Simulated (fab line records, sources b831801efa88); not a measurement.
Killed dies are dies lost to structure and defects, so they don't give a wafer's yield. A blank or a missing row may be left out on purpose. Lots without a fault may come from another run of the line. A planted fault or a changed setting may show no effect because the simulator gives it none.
A struck lot beside a sound one | flow sky130 | 44 steps out of a route of 708
Sound: wafers L113.1, L113.2, L113.3. Struck: wafers L126.1, L126.4, L126.5. The cause comes at the end.
At each step with rows: each side's tool, then ch and its chambers, then its first start. Under that, the readings that differ: sound wafers | struck wafers | difference of the means | sigmas: that difference in standard deviations of wafers without a fault.
alike: readings whose means differ by less than 2 such deviations, and words and numbers that are the same on both sides. not compared: withheld readings, readings that some wafer has no value for, bounds like >300 that may hide the same value, and numbers for which the record gives no deviation and whose values overlap.
The two part at a step that has a row with sigmas, a row that says differs or no value, or rows on one side only. Numbers that don't overlap but have no deviation are shown without sigmas and don't part them. A reading that every wafer of one side lacks parts them only if that side has two wafers or more.

SKY_VIA2_CD_MEAS_12: target cd 200 nm.
  sound on cd_sem-02, day 36 09:24; struck on cd_sem-01, day 42 01:11
  alike: cd_nm
SKY_VIA2_OVL_MEAS_13:
  sound on overlay-01, day 36 09:31; struck on overlay-01, day 42 01:19
  alike: VIA2_OVL
then, 2 steps without rows for these wafers: SKY_VIA2_ETCH_14 (etches BARC in N2/H2, stops on SiO2, time 45.9 s, target depth 60 nm); SKY_VIA2_ETCH_15 (etches SiO2 in C4F8/O2/Ar, stops on TiN, target depth 546 nm, time 84 s).
SKY_VIA2_STRIP_16: strips in O2/N2.
  sound on plasma_asher-01 ch 0,1, day 36 09:40; struck on plasma_asher-02 ch 0,1, day 42 01:27
  alike: drypump_motor_current_A, oes_product_au, strip_time_to_endpoint_s
  not compared: rf_hours_counter_h
then, 5 steps without rows for these wafers: SKY_VIA2_STRIP_17 (strips in post etch residue remover, time 1200 s); SKY_VIA2_CLEAN_18 (cleans in IPA, time 180 s); SKY_VIA2_CLEAN_19 (cleans in O3/DIW); SKY_VIA2_SPUTTER_20 (material TiN, target thk 20 nm, time 80 s); SKY_VIA2_CVD_21 (deposits W, target thk 420 nm, time 126.4 s).
SKY_VIA2_RS_MEAS_22: measures by four-point-probe.
  sound on film_metro-02, day 36 10:27; struck on film_metro-02, day 42 02:14
  alike: VIA2_W_RS
SKY_VIA2_THK_MEAS_23: measures by xrf.
  sound on film_metro-02, day 36 10:34; struck on film_metro-02, day 42 02:21
  alike: VIA2_W_THK
SKY_VIA2_CMP_24: polishes, stops on SiO2, t overpolish 20 s, target thk 0 nm.
  sound on cmp-01 ch 0,1,3, day 36 10:38; struck on cmp-01 ch 1,2,3, day 42 02:28
  reading                                  | sound             | struck            | difference | sigmas
  time_to_endpoint_s (s)                   | 98 94 99          | 55 57 54          | -42        | -9
  model.SiO2_of_VIA2_HDPCVD_00.thk_nm (nm) | 491.4 489.4 490.8 | 485.8 486.8 487.9 | -3.7       |
  alike: motor_current_A, overpolish_run_s
then, 2 steps without rows for these wafers: SKY_METAL3_SPUTTER_00 (material Ti, target thk 15 nm, time 10 s); SKY_METAL3_SPUTTER_01 (material TiN, target thk 20 nm, time 16.7 s).
SKY_METAL3_SPUTTER_02: material AlCu, target thk 735 nm, time 39.1 s.
  sound on pvd_sputter-02, day 36 10:59; struck on pvd_sputter-02, day 42 02:46
  alike: throttle_valve_pct
then, 2 steps without rows for these wafers: SKY_METAL3_SPUTTER_03 (material Ti, target thk 5 nm, time 3.3 s); SKY_METAL3_SPUTTER_04 (material TiN, target thk 70 nm, time 58.3 s).
SKY_CAPM_CVD_00: deposits SiO2, target thk 15.5 nm.
  sound on pecvd-03 ch 0,1,2, day 36 11:05; struck on pecvd-03 ch 0,1,2, day 42 02:52
  alike: heater_power_w, rf_fwd_power_W
SKY_CAPM_THK_MEAS_01:
  sound on film_metro-02, day 36 11:07; struck on film_metro-02, day 42 02:53
  reading              | sound             | struck            | difference | sigmas
  CAPM_CVD_00_THK (nm) | 15.30 15.38 15.39 | 15.84 16.06 15.86 | +0.56      | +3
SKY_CAPM_SPUTTER_02: material TiN, target thk 200 nm, time 166.7 s.
  sound on pvd_sputter-03, day 36 11:10; struck on pvd_sputter-03, day 42 02:57
  alike: throttle_valve_pct
SKY_CAPM_RS_MEAS_03: measures by four-point-probe.
  sound on film_metro-02, day 36 11:17; struck on film_metro-02, day 42 03:03
  alike: CAPM_TIN_RS
SKY_CAPM_THK_MEAS_04: measures by xrf.
  sound on film_metro-02, day 36 11:24; struck on film_metro-02, day 42 03:10
  alike: CAPM_TIN_THK
then, 7 steps without rows for these wafers: SKY_CAPM_DEHYDRATE_05 (time 60 s); SKY_CAPM_HMDS_06 (prime time 60 s); SKY_CAPM_COAT_07 (resist thk 1140 nm); SKY_CAPM_SOFTBAKE_08 (time 60 s); SKY_CAPM_EXPOSE_09 (exposes mask CAPM, target cd 1000 nm); SKY_CAPM_PEB_10; SKY_CAPM_DEVELOP_11 (develop time 60 s).
SKY_CAPM_OVL_MEAS_12:
  sound on overlay-02, day 37 12:21; struck on overlay-02, day 43 01:26
  alike: CAPM_OVL
then, 1 step without rows for these wafers: SKY_CAPM_METAL_ETCH_13 (etches TiN in Cl2/BCl3, stops on SiO2, target depth 220 nm, time 62.9 s).
SKY_CAPM_STRIP_14: strips in O2/N2.
  sound on plasma_asher-04 ch 0,1, day 37 12:28; struck on plasma_asher-01 ch 0,1, day 43 01:33
  alike: drypump_motor_current_A, oes_product_au, strip_time_to_endpoint_s
  not compared: rf_hours_counter_h
then, 9 steps without rows for these wafers: SKY_CAPM_STRIP_15 (strips in post etch residue remover, time 1200 s); SKY_CAPM_CLEAN_16 (cleans in IPA, time 180 s); SKY_CAPM_CLEAN_17 (cleans in O3/DIW); SKY_METAL3_DEHYDRATE_05 (time 60 s); SKY_METAL3_HMDS_06 (prime time 60 s); SKY_METAL3_COAT_07 (resist thk 60 nm); SKY_METAL3_COAT_08 (resist thk 1140 nm); SKY_METAL3_SOFTBAKE_09 (time 90 s); SKY_METAL3_EXPOSE_10 (exposes mask MM3, target cd 300 nm).
SKY_METAL3_METAL_ETCH_18: etches the open film in Cl2/BCl3, stops on SiO2, target depth 845 nm, time 183.1 s.
  sound on rie_metal-03 ch 0,1, day 38 15:23; struck on rie_metal-02 ch 1, day 44 01:00
  reading                                  | sound             | struck            | difference | sigmas
  model.SiO2_of_VIA2_HDPCVD_00.thk_nm (nm) | 466.3 464.6 466.1 | 460.9 461.8 462.8 | -3.8       |
  alike: drypump_motor_current_A, oes_product_au, rf_fwd_power_W, throttle_valve_pct
  not compared: rf_hours_counter_h
-- the record jumps here: 6 days lie between the struck wafers' starts before and after (it left off in module METAL3 and takes up again in module PAD_OPEN, whose first step shown is number 708 of the route) --
SKY_PAD_OPEN_PROBE_99:
  the record has rows for the struck wafers here (prober-01, day 50 05:58) and none for the sound ones

WHERE THEY PART
First at SKY_VIA2_CMP_24; last, within this record, at SKY_PAD_OPEN_PROBE_99.

WHY: what the simulator had put in
Process parameter drift: cmp-01, from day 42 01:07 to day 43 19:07, at SKY_VIA2_CMP_24. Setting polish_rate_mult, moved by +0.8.
